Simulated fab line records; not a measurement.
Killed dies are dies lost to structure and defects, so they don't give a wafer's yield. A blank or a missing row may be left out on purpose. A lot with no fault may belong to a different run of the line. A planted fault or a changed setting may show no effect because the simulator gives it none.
Which tool did it? || flow sky130 || 14 lots with 42 wafers sampled at 4 steps, on a route of 708 steps

== WHAT THE GAUGES READ, wafer by wafer ==
SKY_VT_ADJUST_HVTR_TW_MEAS_11. Usual: VT_ADJUST_HVTR_TW 211.7, standard deviation 1.5.
{"lot": "L240", "measured": "day 9 12:02", "on": "filmMetro-02", "VT_ADJUST_HVTR_TW": "210.0 209.5 210.9", "flag": ""}
{"lot": "L242", "measured": "day 10 04:28", "on": "filmMetro-02", "VT_ADJUST_HVTR_TW": "209.5 209.0 211.2", "flag": ""}
{"lot": "L243", "measured": "day 10 13:51", "on": "filmMetro-02", "VT_ADJUST_HVTR_TW": "211.1 209.9 210.3", "flag": ""}
{"lot": "L244", "measured": "day 10 21:29", "on": "filmMetro-02", "VT_ADJUST_HVTR_TW": "210.2 211.5 211.1", "flag": ""}
{"lot": "L246", "measured": "day 11 09:56", "on": "filmMetro-01", "VT_ADJUST_HVTR_TW": "214.0 213.5 214.3", "flag": ""}
{"lot": "L247", "measured": "day 11 20:32", "on": "filmMetro-02", "VT_ADJUST_HVTR_TW": "210.9 211.5 210.9", "flag": ""}
{"lot": "L250", "measured": "day 12 13:01", "on": "filmMetro-02", "VT_ADJUST_HVTR_TW": "210.1 210.4 210.8", "flag": ""}
{"lot": "L255", "measured": "day 14 02:20", "on": "filmMetro-01", "VT_ADJUST_HVTR_TW": "213.5 212.5 212.3", "flag": ""}
{"lot": "L256", "measured": "day 14 12:14", "on": "filmMetro-02", "VT_ADJUST_HVTR_TW": "210.8 211.4 210.2", "flag": ""}
{"lot": "L257", "measured": "day 14 20:38", "on": "filmMetro-03", "VT_ADJUST_HVTR_TW": "212.0 213.0 212.5", "flag": ""}
{"lot": "L258", "measured": "day 15 04:23", "on": "filmMetro-03", "VT_ADJUST_HVTR_TW": "214.2 212.2 214.2", "flag": ""}
{"lot": "L259", "measured": "day 15 08:35", "on": "filmMetro-03", "VT_ADJUST_HVTR_TW": "213.6 213.9 213.8", "flag": ""}
{"lot": "L261", "measured": "day 15 23:26", "on": "filmMetro-02", "VT_ADJUST_HVTR_TW": "210.2 208.8 209.1", "flag": ""}
{"lot": "L263", "measured": "day 16 15:26", "on": "filmMetro-01", "VT_ADJUST_HVTR_TW": "213.6 213.4 212.6", "flag": ""}

SKY_SONOS_ONO_THK_MEAS_03. Usual: SONOS_ONO_CVD_02_THK 10.56 nm, standard deviation 0.13.
{"lot": "L240", "measured": "day 11 14:32", "on": "filmMetro-04", "SONOS_ONO_CVD_02_THK (nm)": "10.57 10.49 10.59", "flag": ""}
{"lot": "L242", "measured": "day 12 07:38", "on": "filmMetro-04", "SONOS_ONO_CVD_02_THK (nm)": "10.59 10.59 10.48", "flag": ""}
{"lot": "L243", "measured": "day 12 16:35", "on": "filmMetro-03", "SONOS_ONO_CVD_02_THK (nm)": "10.54 10.61 10.45", "flag": ""}
{"lot": "L244", "measured": "day 13 01:32", "on": "filmMetro-03", "SONOS_ONO_CVD_02_THK (nm)": "10.53 10.59 10.50", "flag": ""}
{"lot": "L246", "measured": "day 13 17:25", "on": "filmMetro-03", "SONOS_ONO_CVD_02_THK (nm)": "10.71 10.48 10.68", "flag": ""}
{"lot": "L247", "measured": "day 14 05:12", "on": "filmMetro-03", "SONOS_ONO_CVD_02_THK (nm)": "10.50 10.44 10.49", "flag": ""}
{"lot": "L250", "measured": "day 15 00:57", "on": "filmMetro-04", "SONOS_ONO_CVD_02_THK (nm)": "10.60 10.63 10.47", "flag": ""}
{"lot": "L255", "measured": "day 16 17:05", "on": "filmMetro-03", "SONOS_ONO_CVD_02_THK (nm)": "10.32 10.41 10.46", "flag": ""}
{"lot": "L256", "measured": "day 16 23:42", "on": "filmMetro-04", "SONOS_ONO_CVD_02_THK (nm)": "10.44 10.49 10.36", "flag": ""}
{"lot": "L257", "measured": "day 17 09:56", "on": "filmMetro-04", "SONOS_ONO_CVD_02_THK (nm)": "10.38 10.31 10.42", "flag": ""}
{"lot": "L258", "measured": "day 17 18:10", "on": "filmMetro-04", "SONOS_ONO_CVD_02_THK (nm)": "10.84 10.79 10.88", "flag": ""}
{"lot": "L259", "measured": "day 17 21:23", "on": "filmMetro-04", "SONOS_ONO_CVD_02_THK (nm)": "10.73 10.81 10.67", "flag": ""}
{"lot": "L261", "measured": "day 18 14:22", "on": "filmMetro-04", "SONOS_ONO_CVD_02_THK (nm)": "10.54 10.64 10.64", "flag": ""}
{"lot": "L263", "measured": "day 19 07:11", "on": "filmMetro-03", "SONOS_ONO_CVD_02_THK (nm)": "10.57 10.70 10.61", "flag": ""}

SKY_POLY_GATE_THK_MEAS_01. Usual: POLY_GATE_CVD_00_THK 179.6 nm, standard deviation 2.1.
{"lot": "L240", "measured": "day 14 01:28", "on": "filmMetro-02", "POLY_GATE_CVD_00_THK (nm)": "181.3 182.4 181.4", "flag": ""}
{"lot": "L242", "measured": "day 15 02:34", "on": "filmMetro-04", "POLY_GATE_CVD_00_THK (nm)": "182.2 182.8 182.9", "flag": ""}
{"lot": "L243", "measured": "day 15 04:58", "on": "filmMetro-04", "POLY_GATE_CVD_00_THK (nm)": "179.5 181.1 179.5", "flag": ""}
{"lot": "L244", "measured": "day 15 16:36", "on": "filmMetro-02", "POLY_GATE_CVD_00_THK (nm)": "175.1 174.0 174.7", "flag": ""}
{"lot": "L246", "measured": "day 16 06:41", "on": "filmMetro-02", "POLY_GATE_CVD_00_THK (nm)": "180.1 178.1 178.8", "flag": ""}
{"lot": "L247", "measured": "day 16 19:47", "on": "filmMetro-01", "POLY_GATE_CVD_00_THK (nm)": "178.9 180.4 180.2", "flag": ""}
{"lot": "L250", "measured": "day 17 18:43", "on": "filmMetro-01", "POLY_GATE_CVD_00_THK (nm)": "176.9 178.3 177.6", "flag": ""}
{"lot": "L255", "measured": "day 19 13:04", "on": "filmMetro-02", "POLY_GATE_CVD_00_THK (nm)": "181.0 181.1 179.6", "flag": ""}
{"lot": "L256", "measured": "day 19 18:25", "on": "filmMetro-04", "POLY_GATE_CVD_00_THK (nm)": "182.1 181.1 182.2", "flag": ""}
{"lot": "L257", "measured": "day 20 06:30", "on": "filmMetro-01", "POLY_GATE_CVD_00_THK (nm)": "181.2 182.0 179.8", "flag": ""}
{"lot": "L258", "measured": "day 20 14:35", "on": "filmMetro-02", "POLY_GATE_CVD_00_THK (nm)": "175.5 177.6 175.3", "flag": ""}
{"lot": "L259", "measured": "day 20 17:37", "on": "filmMetro-04", "POLY_GATE_CVD_00_THK (nm)": "181.2 179.5 180.7", "flag": ""}
{"lot": "L261", "measured": "day 21 09:27", "on": "filmMetro-02", "POLY_GATE_CVD_00_THK (nm)": "181.1 181.8 180.5", "flag": ""}
{"lot": "L263", "measured": "day 22 04:22", "on": "filmMetro-04", "POLY_GATE_CVD_00_THK (nm)": "183.0 180.1 180.5", "flag": ""}

== WHAT TOOL EACH LOT RAN ON (gives the tool, then ch and the chambers of the sampled wafers, and finally the start) ==
{"lot": "L240", "SKY_GATE_OXIDE_SOFTBAKE_06": "lithoTrack-04 ch 0, day 13 07:43"}
{"lot": "L242", "SKY_GATE_OXIDE_SOFTBAKE_06": "lithoTrack-04 ch 0, day 14 08:01"}
{"lot": "L243", "SKY_GATE_OXIDE_SOFTBAKE_06": "lithoTrack-04 ch 0, day 14 11:53"}
{"lot": "L244", "SKY_GATE_OXIDE_SOFTBAKE_06": "lithoTrack-04 ch 0, day 14 21:04"}
{"lot": "L246", "SKY_GATE_OXIDE_SOFTBAKE_06": "lithoTrack-01 ch 0, day 15 13:28"}
{"lot": "L247", "SKY_GATE_OXIDE_SOFTBAKE_06": "lithoTrack-04 ch 0, day 16 02:02"}
{"lot": "L250", "SKY_GATE_OXIDE_SOFTBAKE_06": "lithoTrack-01 ch 0, day 17 00:31"}
{"lot": "L255", "SKY_GATE_OXIDE_SOFTBAKE_06": "lithoTrack-04 ch 0, day 18 17:32"}
{"lot": "L256", "SKY_GATE_OXIDE_SOFTBAKE_06": "lithoTrack-04 ch 0, day 18 23:34"}
{"lot": "L257", "SKY_GATE_OXIDE_SOFTBAKE_06": "lithoTrack-02 ch 0, day 19 10:32"}
{"lot": "L258", "SKY_GATE_OXIDE_SOFTBAKE_06": "lithoTrack-02 ch 0, day 19 18:49"}
{"lot": "L259", "SKY_GATE_OXIDE_SOFTBAKE_06": "lithoTrack-01 ch 0, day 19 23:14"}
{"lot": "L261", "SKY_GATE_OXIDE_SOFTBAKE_06": "lithoTrack-01 ch 0, day 20 15:22"}
{"lot": "L263", "SKY_GATE_OXIDE_SOFTBAKE_06": "lithoTrack-01 ch 0, day 21 08:46"}
- SKY_GATE_OXIDE_SOFTBAKE_06: time 60 s.

== WHAT THE TOOLS THEMSELVES READ (means of the sampled wafers that have a number; where no wafer has one, the mark that the record gives instead) ==
SKY_GATE_OXIDE_SOFTBAKE_06. Usual: heaterPowerTotalW at 56.59 W, with a standard deviation of 0.048.
{"lot": "L240", "tool": "lithoTrack-04", "heaterPowerTotalW (W)": 56.55, "flag": ""}
{"lot": "L242", "tool": "lithoTrack-04", "heaterPowerTotalW (W)": 56.58, "flag": ""}
{"lot": "L243", "tool": "lithoTrack-04", "heaterPowerTotalW (W)": 56.61, "flag": ""}
{"lot": "L244", "tool": "lithoTrack-04", "heaterPowerTotalW (W)": 56.60, "flag": ""}
{"lot": "L246", "tool": "lithoTrack-01", "heaterPowerTotalW (W)": 56.62, "flag": ""}
{"lot": "L247", "tool": "lithoTrack-04", "heaterPowerTotalW (W)": 56.55, "flag": ""}
{"lot": "L250", "tool": "lithoTrack-01", "heaterPowerTotalW (W)": 56.61, "flag": ""}
{"lot": "L255", "tool": "lithoTrack-04", "heaterPowerTotalW (W)": 60.08, "flag": "OFF"}
{"lot": "L256", "tool": "lithoTrack-04", "heaterPowerTotalW (W)": 60.05, "flag": "OFF"}
{"lot": "L257", "tool": "lithoTrack-02", "heaterPowerTotalW (W)": 56.62, "flag": ""}
{"lot": "L258", "tool": "lithoTrack-02", "heaterPowerTotalW (W)": 56.59, "flag": ""}
{"lot": "L259", "tool": "lithoTrack-01", "heaterPowerTotalW (W)": 56.60, "flag": ""}
{"lot": "L261", "tool": "lithoTrack-01", "heaterPowerTotalW (W)": 56.59, "flag": ""}
{"lot": "L263", "tool": "lithoTrack-01", "heaterPowerTotalW (W)": 56.63, "flag": ""}

== THE ANSWER, worked out from the rows above alone ==
Rule: a lot is off if the mean of its wafers that have a number lies more than 3 standard deviations from the usual mean. Also off: a lot with no number at a reading for which 4 or more lots have one. Any other lot the step has rows for is counted as sound. After the gauges, taken in route order, come the tools' own readings; for these a lot's mean is taken, as printed above. At the first step where some lot is off, the reading lying furthest off is the one used; lots without a number count as furthest.
Off at SKY_GATE_OXIDE_SOFTBAKE_06 (heaterPowerTotalW): L255, L256.
A tool fits if, at that step or a process step before it, it ran every lot that is off, and no sound lot after the first of them. One fits: SKY_GATE_OXIDE_SOFTBAKE_06 on lithoTrack-04. Its last sound lot is L247 (day 16 02:02), its first lot that is off L255 (day 18 17:32): a fault that began between those two fits.
The tool's own readings at SKY_GATE_OXIDE_SOFTBAKE_06 bear it out: on the lots that are off they differ by more than 5 times the standard deviation of the sound lots' means. heaterPowerTotalW reads 60.06 W there against 56.60 W on the sound lots.

== WHAT THE SIMULATOR HAD INSERTED ==
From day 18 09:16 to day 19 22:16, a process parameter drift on lithoTrack-04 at SKY_GATE_OXIDE_SOFTBAKE_06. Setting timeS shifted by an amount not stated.
Lots struck among those shown: L255, L256. The same result came from the rule above.
